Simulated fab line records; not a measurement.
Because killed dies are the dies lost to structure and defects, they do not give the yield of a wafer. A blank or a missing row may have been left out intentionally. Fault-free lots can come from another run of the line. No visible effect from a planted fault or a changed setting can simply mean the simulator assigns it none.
2 desks, one fault :: flow sky130 :: each desk has only its own numbers; what lay behind them comes last

THE METROLOGY DESK
What the gauges read, lot by lot, whatever tool the lot ran on: means of the sampled wafers that have a number. The brackets show how far a lot's mean lies from the usual mean; more than 4 standard deviations puts the lot out of limits, marked OUT.
Columns: A = VIA1_W_RS at SKY_VIA1_RS_MEAS_22, usual 0.424 ohm/sq; B = VIA1_W_THK at SKY_VIA1_THK_MEAS_23, usual 272 nm
lot: L568
first seen here: day 35 18:44
A: 0.426
B: 270

lot: L571
first seen here: day 36 06:08
A: 0.418
B: 275

lot: L574
first seen here: day 36 13:59
A: 0.423
B: 276

lot: L576
first seen here: day 37 08:11
A: 0.477 (+7.2) OUT
B: 240 (-5.9) OUT

lot: L577
first seen here: day 37 22:05
A: 0.474 (+6.8) OUT
B: 242 (-5.6) OUT

lot: L579
first seen here: day 38 00:40
A: 0.468 (+6.1) OUT
B: 245 (-5.0) OUT

lot: L585
first seen here: day 39 23:41
A: 0.410
B: 281

lot: L586
first seen here: day 40 10:20
A: 0.427
B: 273

lot: L587
first seen here: day 40 15:56
A: 0.428
B: 270

lot: L589
first seen here: day 40 23:02
A: 0.430
B: 270
Per this desk, out of limits: L576, L577, L579; the first was L576, day 37 08:11 (VIA1_W_RS at SKY_VIA1_RS_MEAS_22). In limits: L568, L571, L574, L585, L586, L587, L589.

FOR THE TOOL OWNER'S DESK: cvd w-02
The tool's own readings at SKY_VIA1_CVD_21 (deposits W, target thk 270 nm, time 80.902 s): means of the sampled wafers that have a number, for each lot that ran on this tool. The brackets show how far a lot's mean lies from the usual mean; more than 4 standard deviations puts the lot out of limits, marked OUT.
Columns: A = heater power w at SKY_VIA1_CVD_21, usual 947 W
lot: L568
first seen here: day 35 18:37
A: 1124

lot: L574
first seen here: day 36 13:52
A: 1032

lot: L576
first seen here: day 37 08:05
A: 1032

lot: L577
first seen here: day 37 21:59
A: 977

lot: L579
first seen here: day 38 00:34
A: 1038

lot: L586
first seen here: day 40 10:13
A: 978

lot: L587
first seen here: day 40 15:50
A: 981

lot: L589
first seen here: day 40 22:56
A: 996
Result from this desk: across the 8 lots, nothing is out of limits.

BROUGHT TOGETHER
On L576, L577, L579, the metrology desk was in a position to raise an alarm at day 37 08:11.
Nothing out of limits was seen by the tool owner's desk.
Tool owner's desk: L576, L577, L579 on record, inside its limits.
Of the lots named, all ran SKY_VIA1_CVD_21 on cvd w-02.

WHAT THE SIMULATOR HAD PUT IN
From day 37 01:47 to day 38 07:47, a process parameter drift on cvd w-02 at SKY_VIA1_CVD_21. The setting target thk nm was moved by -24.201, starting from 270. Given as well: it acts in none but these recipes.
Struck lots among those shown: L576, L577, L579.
Per desk, hours elapsed from the start of the fault to the first reading out of limits: for the metrology desk, 6.
